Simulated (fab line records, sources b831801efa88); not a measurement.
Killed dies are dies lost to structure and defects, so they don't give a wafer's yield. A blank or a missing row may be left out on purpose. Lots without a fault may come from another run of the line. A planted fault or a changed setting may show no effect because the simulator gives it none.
One fault seen from 2 desks | flow sky130 | each desk has only its own numbers; what lay behind them comes last

THE TOOL OWNER'S DESK: implanter-01
The tool's own readings at SKY_SD_N_IMPLANT_09: means of the sampled wafers that have a number, for each lot that ran on this tool. A lot is out of limits, marked OUT, if its mean lies more than 4 standard deviations from the usual mean; the brackets give that distance.
Columns: A = beam_on_s at SKY_SD_N_IMPLANT_09, usual 20.6 s; B = dose_ions_cm2 at SKY_SD_N_IMPLANT_09, usual 4e+15; C = end_station_pressure_torr at SKY_SD_N_IMPLANT_09, usual 1.19e-05 Torr
lot  | first seen here | A               | B                       | C
L494 | day 27 11:59    | 20.6            | 4e+15                   | 1.19e-05
L502 | day 31 01:42    | 20.3            | 4e+15                   | 1.16e-05
L506 | day 32 18:20    | 28.4 (+8.6) OUT | 6e+15 (+99 or more) OUT | 1.09e-05
L508 | day 33 00:47    | 28.0 (+8.2) OUT | 6e+15 (+99 or more) OUT | 1.15e-05
This desk's finding: out of limits on L506, L508; first on L506, day 32 18:20 (beam_on_s at SKY_SD_N_IMPLANT_09). In limits: L494, L502.

THE METROLOGY DESK
What the gauges read, lot by lot, whatever tool the lot ran on: means of the sampled wafers that have a number. A lot is out of limits, marked OUT, if its mean lies more than 4 standard deviations from the usual mean; the brackets give that distance.
Columns: A = SD_N_RS at SKY_SD_N_RS_MEAS_16, usual 68.56 ohm/sq; B = CONTACT_CVD_00_THK at SKY_CONTACT_THK_MEAS_01, usual 74.8 nm
lot  | first seen here | A               | B
L494 | day 27 12:40    | 68.36           | 74.3
L495 | day 27 14:49    | 68.61           | 73.7
L498 | day 29 02:14    | 68.78           | 74.9
L501 | day 30 10:38    | 68.62           | 74.1
L502 | day 31 02:23    | 68.61           | 74.6
L506 | day 32 19:01    | 65.98 (-20) OUT | 75.5
L508 | day 33 01:28    | 65.91 (-20) OUT | 75.4
L510 | day 33 06:52    | 68.75           | 74.9
L513 | day 34 04:50    | 68.58           | 74.8
L512 | day 34 07:30    | 68.67           | 74.6
L517 | day 35 09:13    | 68.70           | 75.5
This desk's finding: out of limits on L506, L508; first on L506, day 32 19:01 (SD_N_RS at SKY_SD_N_RS_MEAS_16). In limits: L494, L495, L498, L501, L502, L510, L513, L512, L517.

PUT TOGETHER
The tool owner's desk could have raised an alarm at day 32 18:20, on L506, L508.
The metrology desk could have raised an alarm at day 32 19:01, on L506, L508.
Of the lots named, all ran SKY_SD_N_IMPLANT_09 on implanter-01.

WHAT THE SIMULATOR HAD PUT IN
Process parameter drift: implanter-01, from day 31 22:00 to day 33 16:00, at SKY_SD_N_IMPLANT_09. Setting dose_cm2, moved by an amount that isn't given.
Lots struck among those shown: L506, L508.
Hours from the fault's start to each desk's first reading out of limits: the tool owner's desk, 20; the metrology desk, 21.
